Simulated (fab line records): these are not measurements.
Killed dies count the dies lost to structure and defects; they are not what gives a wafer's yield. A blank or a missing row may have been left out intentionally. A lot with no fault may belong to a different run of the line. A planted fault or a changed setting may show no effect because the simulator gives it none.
fab line records ; flow sky130 ; part 1 of 2: steps 1 to 42 of 43
record: lots: 6; wafers: 18; last-day: 50
route steps=708 shown METAL4@622 VIA4@639 METAL5@661 PAD_OPEN@708
lots with no fault: from the same line, run without faults
start-h: hours from the record's opening day to when the first of the lot's shown wafers began ; wait-h: hours elapsed since this lot's preceding step ; " as in the row above ; L1.1+2: one row covering several wafers at once ; - value missing, or start not given ; * or withheld: withheld ; < > ~ a bound
route shown NAME@n: NAME is a module with steps in the file, n the number in the route of the first one ; usual: mean/standard deviation of fault-free wafers ; same: alike in all rows ; chamber/n: place in a boat ; sites: per-site readings ; _std_site: their standard deviation ; _edge_site: inner sites' mean taken away from outer sites' mean ; radius-mm: how far each site lies from the wafer's centre ; mask NAME#n: copy n ; behind: the most recent tool/chamber to have shaped the wafer ; hold: what put the lot on hold/how long, in hours/how the hold closed ; device: transistor that didn't switch, given as n, p or np ; end of line: at the end of the route, the tests of the same wafers ; step lacking rows: just its recipe ; killed: dies that structure and defects cost at the first sort, which is not the same as the wafer's yield ; map: per-die view of a wafer (x killed, . not killed, _ where there is no die)
set.NAME: the setting that was run; set.NAME@STEP: the one run at that earlier step ; model.NAME: the simulator's own value behind a step, which no gauge read
lots at selected steps of the route; one table per step, one row per wafer
services: from which hour (start-h, from the record's first day; less than 0 if before it) a tool's chamber was out of use, for how many hours, and why
== steps ==
step: SKY_METAL4_HMDS_06
recipe: prime-time-s: 60; prime-temp-c: 120
step: SKY_METAL4_COAT_07
recipe: resist: BARC; temp-c: withheld; time-s: withheld; spin-rpm: 3000; resist-thk-nm: 60
step: SKY_METAL4_COAT_08
recipe: resist: KrF-thick; spin-rpm: 3000; resist-thk-nm: 1140
step: SKY_METAL4_SOFTBAKE_09
recipe: temp-c: 100; time-s: 90; resist: KrF-thick
step: SKY_METAL4_EXPOSE_10
recipe: mask-id: MM4; na: 0.68; source-shape: annular; sigma-inner: 0.4; sigma-outer: 0.8; target-cd-nm: 300; dose-mj: 28
step: SKY_METAL4_PEB_11
recipe: peb-temp-c: withheld; peb-time-s: withheld; resist: KrF-thick
step: SKY_METAL4_DEVELOP_12
recipe: develop-time-s: 60; resist: KrF-thick; dev-temp-c: 21
step: SKY_METAL4_CD_MEAS_13
recipe: target-cd-nm: 300
usual: cd-nm: 299.9/1.5
lot.wafer;tool;chamber;start-h;wait-h;cd-nm
L855.3;cd-sem-02;-;1006.97;-;300.7
L855.5;cd-sem-02;-;1006.97;-;301.4
L855.6;cd-sem-02;-;1006.97;-;300.6
L864.1;cd-sem-01;-;1048.86;-;303.6
L864.2;cd-sem-01;-;1048.86;-;302.9
L864.3;cd-sem-01;-;1048.86;-;303.5
L865.1;cd-sem-02;-;1050.86;-;296.3
L865.2;cd-sem-02;-;1050.86;-;298.1
L865.5;cd-sem-02;-;1050.86;-;295.9
L867.1;cd-sem-02;-;1071.91;-;299.8
L867.2;cd-sem-02;-;1071.91;-;301.8
L867.5;cd-sem-02;-;1071.91;-;301.5
L873.2;cd-sem-02;-;1103.73;-;298.4
L873.5;cd-sem-02;-;1103.73;-;296.2
L873.6;cd-sem-02;-;1103.73;-;297.7
L874.2;cd-sem-02;-;1111.48;-;299.2
L874.3;cd-sem-02;-;1111.48;-;300.8
L874.4;cd-sem-02;-;1111.48;-;300.2
step: SKY_METAL4_OVL_MEAS_14
usual: METAL4_OVL: 6/6.1
lot.wafer;tool;chamber;start-h;wait-h;METAL4_OVL[nm]
L855.3;overlay-02;-;1007.06;0.1;8
L855.5;overlay-02;-;1007.06;0.1;3
L855.6;overlay-02;-;1007.06;0.1;-2
L864.1;overlay-01;-;1048.98;0.1;13
L864.2;overlay-01;-;1048.98;0.1;4
L864.3;overlay-01;-;1048.98;0.1;7
L865.1;overlay-01;-;1050.98;0.1;-8
L865.2;overlay-01;-;1050.98;0.1;0
L865.5;overlay-01;-;1050.98;0.1;-7
L867.1;overlay-01;-;1072.03;0.1;12
L867.2;overlay-01;-;1072.03;0.1;8
L867.5;overlay-01;-;1072.03;0.1;11
L873.2;overlay-02;-;1103.84;0.1;6
L873.5;overlay-02;-;1103.84;0.1;4
L873.6;overlay-02;-;1103.84;0.1;0
L874.2;overlay-01;-;1111.59;0.1;12
L874.3;overlay-01;-;1111.59;0.1;13
L874.4;overlay-01;-;1111.59;0.1;21
step: SKY_METAL4_DESCUM_15
recipe: chemistry: O2; source-power-w: 150; bias-power-w: 0; pressure-mtorr: 10; temp-c: 40; time-s: 8
usual: drypump-motor-current-A: 5.75/0.18; oes-product-au: 0.998/0.0094
lot.wafer;tool;chamber;start-h;wait-h;drypump-motor-current-A;oes-product-au;rf-hours-counter-h
L855.3;rie-metal-04;1;1007.10;0.0;5.81;1.004;-
L855.5;rie-metal-04;1;1007.10;0.0;5.81;1.005;-
L855.6;rie-metal-04;0;1007.10;0.0;5.46;0.993;-
L864.1;rie-metal-02;1;1049.02;0.0;5.62;1.004;8
L864.2;rie-metal-02;0;1049.02;0.0;5.70;0.995;10
L864.3;rie-metal-02;1;1049.02;0.0;5.63;1.006;-
L865.1;rie-metal-02;0;1051.01;0.0;5.71;0.994;11
L865.2;rie-metal-02;1;1051.01;0.0;5.65;1.002;9
L865.5;rie-metal-02;1;1051.01;0.0;5.64;1.002;-
L867.1;rie-metal-03;1;1072.06;0.0;5.89;1.006;14
L867.2;rie-metal-03;0;1072.06;0.0;6.04;1.007;11
L867.5;rie-metal-03;1;1072.06;0.0;5.85;0.997;-
L873.2;rie-metal-02;1;1103.87;0.0;5.67;1.001;13
L873.5;rie-metal-02;1;1103.87;0.0;5.65;0.988;-
L873.6;rie-metal-02;0;1103.87;0.0;5.70;0.989;-
L874.2;rie-metal-02;1;1111.62;0.0;5.70;0.993;14
L874.3;rie-metal-02;1;1111.62;0.0;5.66;1.004;-
L874.4;rie-metal-02;0;1111.62;0.0;5.71;0.991;-
step: SKY_METAL4_ETCH_16
recipe: chemistry: N2/H2; target: BARC; ion-energy-ev: 200; bias-w: 100; pressure-mtorr: 30; n2-flow-sccm: 100; h2-flow-sccm: 200; icp-w: 500; stop-on: SiO2; time-s: 88.2; target-depth-a: 600
step: SKY_METAL4_ETCH_17
recipe: target: SiO2; stop-on: TiN; chemistry: C4F8/O2/Ar; source-w: 1500; bias-w: 1200; pressure-mtorr: 40; c4f8-flow-sccm: withheld; O2_flow_sccm: 6; Ar_flow_sccm: 300; time-s: 3.9; target-depth-a: 150
step: SKY_METAL4_METAL_ETCH_18
recipe: target-depth-a: 8450; stop-on: SiO2; over-etch-frac: 0.3; time-s: 183.1; chemistry: Cl2/BCl3; resist-sidewall-deg: 88; pressure-mtorr: 10; icp-w: 900; bias-w: 48.5; Cl2_flow_sccm: 60; bcl3-flow-sccm: 30
usual: drypump-motor-current-A: 5.73/0.2; oes-product-au: 0.855/0.0062; throttle-valve-pct: 22.265/0.0093
lot.wafer;tool;chamber;start-h;wait-h;drypump-motor-current-A;oes-product-au;rf-hours-counter-h;throttle-valve-pct
L855.3;rie-metal-02;0;1007.30;0.1;5.71;0.845;-;22.276
L855.5;rie-metal-02;1;1007.30;0.1;5.66;0.859;-;22.266
L855.6;rie-metal-02;0;1007.30;0.1;5.70;0.850;-;22.271
L864.1;rie-metal-04;1;1049.17;0.0;5.79;0.846;9;22.253
L864.2;rie-metal-04;0;1049.17;0.0;5.40;0.859;21;22.261
L864.3;rie-metal-04;0;1049.17;0.0;5.44;0.852;-;22.257
L865.1;rie-metal-04;0;1051.16;0.0;5.38;0.855;22;22.264
L865.2;rie-metal-04;1;1051.16;0.0;5.80;0.859;10;22.263
L865.5;rie-metal-04;0;1051.16;0.0;5.39;0.851;-;22.249
L867.1;rie-metal-04;1;1072.21;0.0;5.81;0.856;12;22.276
L867.2;rie-metal-04;0;1072.21;0.0;5.35;0.863;23;22.268
L867.5;rie-metal-04;0;1072.21;0.0;5.40;0.859;-;22.261
L873.2;rie-metal-04;1;1104.02;0.0;5.86;0.855;15;22.261
L873.5;rie-metal-04;1;1104.02;0.0;5.82;0.864;-;22.269
L873.6;rie-metal-04;0;1104.02;0.0;5.38;0.866;-;22.261
L874.2;rie-metal-04;0;1111.77;0.0;5.44;0.858;27;22.270
L874.3;rie-metal-04;1;1111.77;0.0;5.88;0.861;-;22.256
L874.4;rie-metal-04;0;1111.77;0.0;5.41;0.862;-;22.282
step: SKY_METAL4_STRIP_19
recipe: chemistry: O2/N2; power-w: 1400; pressure-mtorr: 1500; platen-temp-c: withheld; o2-flow-sccm: 3000; n2-flow-sccm: 300; overash-fraction: 0.5
usual: drypump-motor-current-A: 5.6/0.45; n2-flow-sccm: 300.0/0.91; oes-product-au: 0.503/0.0055; strip-time-to-endpoint-s: 6.54/0.072
lot.wafer;tool;chamber;start-h;wait-h;drypump-motor-current-A;n2-flow-sccm;oes-product-au;rf-hours-counter-h;strip-time-to-endpoint-s
L855.3;plasma-asher-01;1;1007.45;0.1;5.6;300.6;0.491;-;6.54
L855.5;plasma-asher-01;0;1007.45;0.1;6.2;300.1;0.492;-;6.40
L855.6;plasma-asher-01;1;1007.45;0.1;5.6;301.0;0.503;-;6.61
L864.1;plasma-asher-03;1;1049.35;0.1;5.4;299.6;0.500;90;6.55
L864.2;plasma-asher-03;0;1049.35;0.1;5.3;298.6;0.504;90;6.70
L864.3;plasma-asher-03;0;1049.35;0.1;5.3;297.4;0.505;-;6.66
L865.1;plasma-asher-01;0;1051.34;0.1;6.2;298.6;0.505;127;6.65
L865.2;plasma-asher-01;1;1051.34;0.1;5.6;299.9;0.505;127;6.53
L865.5;plasma-asher-01;1;1051.34;0.1;5.6;299.4;0.507;-;6.63
L867.1;plasma-asher-01;1;1072.39;0.1;5.6;300.5;0.496;1;6.44
L867.2;plasma-asher-01;0;1072.39;0.1;6.2;301.9;0.498;1;6.63
L867.5;plasma-asher-01;0;1072.39;0.1;6.2;299.5;0.506;-;6.60
L873.2;plasma-asher-01;0;1104.20;0.1;6.2;298.8;0.499;4;6.47
L873.5;plasma-asher-01;1;1104.20;0.1;5.6;299.1;0.503;-;6.47
L873.6;plasma-asher-01;0;1104.20;0.1;6.2;300.7;0.505;-;6.62
L874.2;plasma-asher-04;0;1111.95;0.1;6.3;302.0;0.509;65;6.64
L874.3;plasma-asher-04;0;1111.95;0.1;6.2;299.5;0.507;-;6.54
L874.4;plasma-asher-04;1;1111.95;0.1;4.8;301.0;0.508;-;6.66
step: SKY_METAL4_STRIP_20
recipe: chemistry: post-etch-residue-remover; time-s: 1200; temp-c: 72.5
step: SKY_METAL4_CLEAN_21
recipe: chemistry: IPA; time-s: 180; temp-c: 25
step: SKY_METAL4_CLEAN_22
recipe: chemistry: O3/DIW; dry: n2-spin
step: SKY_VIA4_HDPCVD_00
recipe: material: SiO2; target-thk-nm: 1750; sigma-open-frac: 0.3; time-s: 298; temp-c: 400; sih4-flow-sccm: 60; pressure-mtorr: 6
step: SKY_VIA4_THK_MEAS_01
recipe: reads: SiO2_of_VIA4_HDPCVD_00
usual: VIA4_HDPCVD_THK: 1776/16
lot.wafer;tool;chamber;start-h;wait-h;VIA4_HDPCVD_THK[nm]
L855.3;film-metro-02;-;1008.79;0.1;1773
L855.5;film-metro-02;-;1008.79;0.1;1795
L855.6;film-metro-02;-;1008.79;0.1;1782
L864.1;film-metro-03;-;1050.12;0.1;1769
L864.2;film-metro-03;-;1050.12;0.1;1760
L864.3;film-metro-03;-;1050.12;0.1;1762
L865.1;film-metro-03;-;1052.11;0.1;1784
L865.2;film-metro-03;-;1052.11;0.1;1757
L865.5;film-metro-03;-;1052.11;0.1;1762
L867.1;film-metro-01;-;1073.20;0.1;1789
L867.2;film-metro-01;-;1073.20;0.1;1794
L867.5;film-metro-01;-;1073.20;0.1;1797
L873.2;film-metro-02;-;1104.99;0.1;1784
L873.5;film-metro-02;-;1104.99;0.1;1757
L873.6;film-metro-02;-;1104.99;0.1;1770
L874.2;film-metro-01;-;1112.73;0.1;1770
L874.3;film-metro-01;-;1112.73;0.1;1734
L874.4;film-metro-01;-;1112.73;0.1;1772
step: SKY_VIA4_CMP_02
recipe: material: SiO2; down-force-psi: 4; platen-rpm: 60; pad-velocity-m-s: 0.94248
step: SKY_VIA4_BOW_MEAS_03
recipe: mode: bow
usual: VIA4_BOW: 79/9.5
lot.wafer;tool;chamber;start-h;wait-h;VIA4_BOW[um]
L855.3;film-metro-02;-;1009.17;0.2;93
L855.5;film-metro-02;-;1009.17;0.2;80
L855.6;film-metro-02;-;1009.17;0.2;88
L864.1;film-metro-02;-;1050.48;0.1;80
L864.2;film-metro-02;-;1050.48;0.1;67
L864.3;film-metro-02;-;1050.48;0.1;78
L865.1;film-metro-01;-;1052.47;0.1;76
L865.2;film-metro-01;-;1052.47;0.1;78
L865.5;film-metro-01;-;1052.47;0.1;85
L867.1;film-metro-02;-;1073.56;0.1;92
L867.2;film-metro-02;-;1073.56;0.1;93
L867.5;film-metro-02;-;1073.56;0.1;81
L873.2;film-metro-02;-;1105.41;0.2;64
L873.5;film-metro-02;-;1105.41;0.2;73
L873.6;film-metro-02;-;1105.41;0.2;79
L874.2;film-metro-03;-;1113.10;0.2;83
L874.3;film-metro-03;-;1113.10;0.2;87
L874.4;film-metro-03;-;1113.10;0.2;64
step: SKY_VIA4_DEHYDRATE_04
recipe: temp-c: 200; time-s: 60
step: SKY_VIA4_HMDS_05
recipe: prime-time-s: 60; prime-temp-c: 120
step: SKY_VIA4_COAT_06
recipe: resist: NOVOLAK; spin-rpm: 3000; resist-thk-nm: 1140
step: SKY_VIA4_SOFTBAKE_07
recipe: temp-c: 90; time-s: 60; resist: NOVOLAK
step: SKY_VIA4_EXPOSE_08
recipe: mask-id: VIM4; na: 0.6; source-shape: conventional; sigma-outer: 0.6; polarization: unpolarized; target-cd-nm: 800; dose-mj: 132
step: SKY_VIA4_PEB_09
recipe: temp-c: withheld; time-s: *; resist: NOVOLAK
step: SKY_VIA4_DEVELOP_10
recipe: resist: NOVOLAK; developer: TMAH; develop-time-s: 60; dev-temp-c: 23
step: SKY_VIA4_OVL_MEAS_11
usual: VIA4_OVL: -1.1/1.4
lot.wafer;tool;chamber;start-h;wait-h;VIA4_OVL[nm]
L855.3;overlay-02;-;1032.05;0.1;-0.2
L855.5;overlay-02;-;1032.05;0.1;-0.5
L855.6;overlay-02;-;1032.05;0.1;0.9
L864.1;overlay-01;-;1072.51;0.1;0.7
L864.2;overlay-01;-;1072.51;0.1;0.6
L864.3;overlay-01;-;1072.51;0.1;2.0
L865.1;overlay-01;-;1074.36;0.1;-1.1
L865.2;overlay-01;-;1074.36;0.1;-0.6
L865.5;overlay-01;-;1074.36;0.1;-0.5
L867.1;overlay-02;-;1095.01;0.1;-4.4
L867.2;overlay-02;-;1095.01;0.1;-2.3
L867.5;overlay-02;-;1095.01;0.1;-3.1
L873.2;overlay-02;-;1125.23;0.1;-1.8
L873.5;overlay-02;-;1125.23;0.1;-0.8
L873.6;overlay-02;-;1125.23;0.1;-1.4
L874.2;overlay-02;-;1132.47;0.1;-3.0
L874.3;overlay-02;-;1132.47;0.1;-1.4
L874.4;overlay-02;-;1132.47;0.1;-1.6
step: SKY_VIA4_ETCH_12
recipe: target: SiO2; chemistry: C4F8/O2/Ar; stop-on: TiN; mask-material: NOVOLAK; source-w: 1500; bias-w: 1153; pressure-mtorr: 40; c4f8-flow-sccm: withheld; O2_flow_sccm: 6; Ar_flow_sccm: 300; time-s: withheld; target-depth-a: 5800
step: SKY_VIA4_STRIP_13
recipe: chemistry: O2/N2; power-w: 1400; pressure-mtorr: 1500; platen-temp-c: withheld; o2-flow-sccm: 3000; n2-flow-sccm: 300; overash-fraction: 0.5
usual: drypump-motor-current-A: 5.6/0.52; n2-flow-sccm: 300.0/0.94; oes-product-au: 0.709/0.0045; strip-time-to-endpoint-s: 12.81/0.032
lot.wafer;tool;chamber;start-h;wait-h;drypump-motor-current-A;n2-flow-sccm;oes-product-au;rf-hours-counter-h;strip-time-to-endpoint-s
L855.3;plasma-asher-04;1;1032.18;-;4.8;299.9;0.712;-;12.77
L855.5;plasma-asher-04;0;1032.18;-;6.2;301.0;0.709;-;12.85
L855.6;plasma-asher-04;1;1032.18;-;4.8;301.0;0.712;-;12.80
L864.1;plasma-asher-03;0;1072.62;-;5.3;299.9;0.709;92;12.79
L864.2;plasma-asher-03;1;1072.62;-;5.4;298.9;0.710;92;12.79
L864.3;plasma-asher-03;1;1072.62;-;5.4;299.2;0.708;-;12.84
L865.1;plasma-asher-04;0;1074.47;-;6.2;300.9;0.713;61;12.83
L865.2;plasma-asher-04;1;1074.47;-;4.8;300.2;0.711;61;12.79
L865.5;plasma-asher-04;0;1074.47;-;6.2;301.4;0.711;-;12.77
L867.1;plasma-asher-03;1;1095.12;-;5.4;300.3;0.700;95;12.82
L867.2;plasma-asher-03;0;1095.12;-;5.3;298.8;0.718;95;12.74
L867.5;plasma-asher-03;1;1095.12;-;5.5;299.2;0.708;-;12.79
L873.2;plasma-asher-03;1;1125.34;-;5.4;299.1;0.708;98;12.78
L873.5;plasma-asher-03;1;1125.34;-;5.4;301.1;0.704;-;12.83
L873.6;plasma-asher-03;0;1125.34;-;5.3;300.0;0.715;-;12.79
L874.2;plasma-asher-03;1;1132.57;-;5.4;300.1;0.706;98;12.81
L874.3;plasma-asher-03;0;1132.57;-;5.3;300.0;0.711;-;12.77
L874.4;plasma-asher-03;1;1132.57;-;5.4;300.1;0.705;-;12.83
step: SKY_VIA4_STRIP_14
recipe: chemistry: post-etch-residue-remover; time-s: 1200; temp-c: 72.5
step: SKY_VIA4_CLEAN_15
recipe: chemistry: IPA; time-s: 180; temp-c: 25
step: SKY_VIA4_CLEAN_16
recipe: chemistry: O3/DIW; dry: n2-spin
step: SKY_VIA4_SPUTTER_17
recipe: material: TiN; target-thk-nm: 20; chamber-pressure-pa: 5; power-w: 4000; time-s: 80
usual: throttle-valve-pct: 29.8/1.3
lot.wafer;tool;chamber;start-h;wait-h;throttle-valve-pct
L855.3;pvd-sputter-02;-;1032.93;0.0;30.7
L855.5;pvd-sputter-02;-;1032.93;0.0;27.8
L855.6;pvd-sputter-02;-;1032.93;0.0;30.9
L864.1;pvd-sputter-02;-;1073.21;0.0;30.7
L864.2;pvd-sputter-02;-;1073.21;0.0;30.6
L864.3;pvd-sputter-02;-;1073.21;0.0;28.3
L865.1;pvd-sputter-01;-;1075.06;0.0;31.8
L865.2;pvd-sputter-01;-;1075.06;0.0;29.8
L865.5;pvd-sputter-01;-;1075.06;0.0;29.6
L867.1;pvd-sputter-01;-;1095.71;0.0;30.3
L867.2;pvd-sputter-01;-;1095.71;0.0;31.6
L867.5;pvd-sputter-01;-;1095.71;0.0;29.6
L873.2;pvd-sputter-02;-;1125.95;0.0;27.8
L873.5;pvd-sputter-02;-;1125.95;0.0;28.4
L873.6;pvd-sputter-02;-;1125.95;0.0;31.1
L874.2;pvd-sputter-02;-;1133.18;0.0;30.9
L874.3;pvd-sputter-02;-;1133.18;0.0;27.5
L874.4;pvd-sputter-02;-;1133.18;0.0;30.9
step: SKY_VIA4_CVD_18
recipe: material: W; target-thk-nm: 505; time-s: 152.14; temp-c: 400; pressure-torr: 40
step: SKY_VIA4_RS_MEAS_19
recipe: thk-meas-gauge: four-point-probe; reads: W_of_VIA4_CVD_18+TiN_of_VIA4_SPUTTER_17
usual: VIA4_W_RS: 0.2269/0.0028
lot.wafer;tool;chamber;start-h;wait-h;VIA4_W_RS[ohm/sq]
L855.3;film-metro-02;-;1033.18;0.1;0.2249
L855.5;film-metro-02;-;1033.18;0.1;0.2263
L855.6;film-metro-02;-;1033.18;0.1;0.2269
L864.1;film-metro-03;-;1073.43;0.1;0.2298
L864.2;film-metro-03;-;1073.43;0.1;0.2265
L864.3;film-metro-03;-;1073.43;0.1;0.2262
L865.1;film-metro-03;-;1075.27;0.1;0.2261
L865.2;film-metro-03;-;1075.27;0.1;0.2198
L865.5;film-metro-03;-;1075.27;0.1;0.2199
L867.1;film-metro-01;-;1095.92;0.1;0.2242
L867.2;film-metro-01;-;1095.92;0.1;0.2281
L867.5;film-metro-01;-;1095.92;0.1;0.2265
L873.2;film-metro-02;-;1126.18;0.1;0.2288
L873.5;film-metro-02;-;1126.18;0.1;0.2303
L873.6;film-metro-02;-;1126.18;0.1;0.2295
L874.2;film-metro-03;-;1133.41;0.1;0.2251
L874.3;film-metro-03;-;1133.41;0.1;0.2274
L874.4;film-metro-03;-;1133.41;0.1;0.2223
step: SKY_VIA4_THK_MEAS_20
recipe: thk-meas-gauge: xrf; reads: W_of_VIA4_CVD_18
usual: VIA4_W_THK: 503/7.7
lot.wafer;tool;chamber;start-h;wait-h;VIA4_W_THK[nm]
L855.3;film-metro-02;-;1033.28;0.1;513
L855.5;film-metro-02;-;1033.28;0.1;509
L855.6;film-metro-02;-;1033.28;0.1;507
L864.1;film-metro-03;-;1073.55;0.1;484
L864.2;film-metro-03;-;1073.55;0.1;491
L864.3;film-metro-03;-;1073.55;0.1;493
L865.1;film-metro-03;-;1075.39;0.1;495
L865.2;film-metro-03;-;1075.39;0.1;510
L865.5;film-metro-03;-;1075.39;0.1;506
L867.1;film-metro-01;-;1096.04;0.1;513
L867.2;film-metro-01;-;1096.04;0.1;507
L867.5;film-metro-01;-;1096.04;0.1;510
L873.2;film-metro-02;-;1126.29;0.1;505
L873.5;film-metro-02;-;1126.29;0.1;497
L873.6;film-metro-02;-;1126.29;0.1;499
L874.2;film-metro-03;-;1133.52;0.1;494
L874.3;film-metro-03;-;1133.52;0.1;492
L874.4;film-metro-03;-;1133.52;0.1;502
step: SKY_VIA4_CMP_21
recipe: stop-on: SiO2; t-overpolish-s: 25; down-force-psi: 3.5; platen-rpm: 60; target-thk-nm: 0; pad-velocity-m-s: 0.94248
step: SKY_METAL5_SPUTTER_00
recipe: material: Ti; target-thk-nm: 15; power-w: 3000; time-s: 10; chamber-pressure-pa: 0.4
usual: throttle-valve-pct: 30.4/0.72
lot.wafer;tool;chamber;start-h;wait-h;throttle-valve-pct
L855.3;pvd-sputter-03;-;1033.62;0.2;30.8
L855.5;pvd-sputter-03;-;1033.62;0.2;31.0
L855.6;pvd-sputter-03;-;1033.62;0.2;30.8
L864.1;pvd-sputter-03;-;1073.91;0.1;29.6
L864.2;pvd-sputter-03;-;1073.91;0.1;30.5
L864.3;pvd-sputter-03;-;1073.91;0.1;29.5
L865.1;pvd-sputter-01;-;1075.75;0.2;29.6
L865.2;pvd-sputter-01;-;1075.75;0.2;31.5
L865.5;pvd-sputter-01;-;1075.75;0.2;29.6
L867.1;pvd-sputter-01;-;1096.40;0.1;31.4
L867.2;pvd-sputter-01;-;1096.40;0.1;30.3
L867.5;pvd-sputter-01;-;1096.40;0.1;30.4
L873.2;pvd-sputter-01;-;1126.64;0.1;30.2
L873.5;pvd-sputter-01;-;1126.64;0.1;29.5
L873.6;pvd-sputter-01;-;1126.64;0.1;30.3
L874.2;pvd-sputter-03;-;1134.06;0.1;30.7
L874.3;pvd-sputter-03;-;1134.06;0.1;29.3
L874.4;pvd-sputter-03;-;1134.06;0.1;30.0
step: SKY_METAL5_SPUTTER_01
recipe: material: TiN; target-thk-nm: 20; power-w: 6500; time-s: 16.7; chamber-pressure-pa: 0.4
step: SKY_METAL5_SPUTTER_02
recipe: material: AlCu; target-thk-nm: 1150; power-w: 10600; time-s: 61.2; chamber-pressure-pa: 0.4
